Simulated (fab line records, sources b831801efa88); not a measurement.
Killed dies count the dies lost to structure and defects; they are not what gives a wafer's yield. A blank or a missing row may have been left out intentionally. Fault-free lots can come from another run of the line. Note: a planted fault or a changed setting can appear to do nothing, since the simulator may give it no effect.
Code-filled problem report in 8D (eight disciplines) form ; flow sky130 ; the parts of the form that need people (team, actions taken, sign-off) are left out

== 1. THE ISSUE ==
Mean of oes_product_au at SKY_VIA2_ETCH_15: 0.745 a.u. across 6 wafers in 2 lots; on wafers with no fault it is 0.939 a.u. (standard deviation 0.0051). Relative to the usual mean, that is a shift of -38 standard deviations.
The step: etches SiO2 in C4F8/O2/Ar, stops on TiN, target depth 546 nm, time 84 s.
Seen first at day 41 13:48 on rie_diel-04, wafer L931.1. The record has a number at this step for 33 wafers belonging to 11 lots. The rule behind "out" and "out of limits": a value lying over 4 standard deviations away from the usual mean. All remaining wafers that have a number are taken as sound.

== 2. WHAT IT IS, AND WHAT IT ISN'T ==
question;is;is not
which readings at this step;oes_product_au;-
which lots;L931, L932;L916, L917, L919, L920, L926, L930, L934, L936, L938
which wafers of those lots;all that have a number;-
read on which tools;rie_diel-04;rie_diel-01, rie_diel-02
when;from day 41 13:48;"up to then (15 sound wafers); but 12 sound wafers of L930, L934, L936, L938 came after"

== 3. THE SUSPECTS, EACH WITH WHAT RULES IT OUT ==
Counting: a tool at a process step up to the reading stays a suspect if it ran every lot that is out and no sound lot after the first of them.
- rie_diel-04 at SKY_VIA2_ETCH_15 (etches SiO2 in C4F8/O2/Ar, stops on TiN, target depth 546 nm, time 84 s): kept. It processed each lot that is out, first L931 at day 41 13:48, and no sound lot thereafter; up to then, the last sound lot it processed was L926 at day 39 21:42. Its own oes_product_au readings are out on those wafers.
After counting, what remains is rie_diel-04 at SKY_VIA2_ETCH_15.

== 4. THE CAUSE (what the simulator had put in) ==
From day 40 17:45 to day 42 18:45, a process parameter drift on rie_diel-04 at SKY_VIA2_ETCH_15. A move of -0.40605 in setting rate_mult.
Only this tool survived the counting.

== 5. THE EFFECT CHAIN, in route order ==
Each row: a reading whose mean over the struck wafers that have a number lies more than 3 standard deviations from the usual. Scope: only readings with a usual standard deviation given in the record; hours: median across lots of the time from each lot's start at the first step in this table that gives one to its start at this step; sigmas: change in usual standard deviations.
hours;step;reading;usual;on struck wafers;change;sigmas
0;SKY_VIA2_ETCH_15;oes_product_au;0.939 a.u.;0.745;-0.194;-38
0;SKY_VIA2_STRIP_16;oes_product_au;0.399 a.u.;0.417;+0.018;+4.1
0;SKY_VIA2_STRIP_16;strip_time_to_endpoint_s;4.050 s;4.498;+0.448;+24
197;SKY_PAD_OPEN_PROBE_99;defect_limited_yield;82.6 %;0.0;-82.6;-41
197;SKY_PAD_OPEN_PROBE_99;killed_at_M0_to_M3;43;447;+404;+55
197;SKY_PAD_OPEN_PROBE_99;killed_dies;86;492;+406;+42
197;SKY_PAD_OPEN_PROBE_99;killed_on_rim;17;96;+79;+21
197;SKY_PAD_OPEN_PROBE_99;sort_bin_5_function;10.4 %;93.1;+82.7;+59
197;SKY_PAD_OPEN_PROBE_99;sort_n_pass;406;0;-406;-42
197;SKY_PAD_OPEN_PROBE_99;sort_yield_pct;82.6 %;0.0;-82.6;-41
Process steps it contains:
- SKY_VIA2_ETCH_15: etches SiO2 in C4F8/O2/Ar, stops on TiN, target depth 546 nm, time 84 s.
- SKY_VIA2_STRIP_16: strips in O2/N2.
- SKY_PAD_OPEN_PROBE_99

== 6. WHAT WOULD HAVE CAUGHT IT SOONER ==
In this record no reading fell out of limits until day 41 13:48, 20 hours after the fault had begun at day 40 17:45.
